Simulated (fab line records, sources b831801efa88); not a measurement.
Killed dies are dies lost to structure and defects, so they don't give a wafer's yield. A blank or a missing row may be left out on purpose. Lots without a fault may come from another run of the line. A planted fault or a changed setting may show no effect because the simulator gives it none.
Chamber matching | flow sky130 | SKY_VIA3_CMP_02 on cmp-01: 4 sister chambers
The step polishes SiO2. 8 wafers are shown with their chamber, then 7 later ones without.

WAFERS WITH THEIR CHAMBER
wafer  | chamber | motor_current_A (A)
L590.1 | 1       | 11.3
L594.5 | 1       | 11.7
L594.6 | 2       | 10.6
L600.1 | 3       | 15.3
L600.2 | 2       | 10.8
L600.6 | 0       | 13.8
L605.3 | 0       | 14.2
L605.4 | 3       | 15.4

WAFERS WITHOUT THEIR CHAMBER
wafer  | motor_current_A (A)
L605.6 | 14.8
L606.2 | 15.9
L606.4 | 11.8
L606.6 | 11.4
L610.4 | 11.4
L610.5 | 13.6
L610.6 | 11.7

WHICH CHAMBER EACH WENT THROUGH
wafer  | from the rows above     | in truth
L605.6 | can't be placed: 3 or 0 | 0
L606.2 | 3                       | 3
L606.4 | 1                       | 1
L606.6 | 1                       | 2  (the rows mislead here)
L610.4 | 1                       | 1
L610.5 | 0                       | 0
L610.6 | 1                       | 1
Placed correctly: 5 of 7. Can't be placed from these rows: 1 (the true chamber is among the candidates in 1). Placed wrongly: 1.
How it was worked out, from the rows above alone: a wafer's distance from a chamber is the root of the sum, over the readings, of the square of ((its reading less the chamber's mean) divided by the reading's scatter). The wafer belongs to the nearest chamber; if the next one is less than 2 further off, it can't be placed. A chamber's mean is the mean of its shown wafers. The scatter: the root of (the sum of the squares of (reading less its chamber's mean) over the shown wafers, divided by (wafers less chambers)).
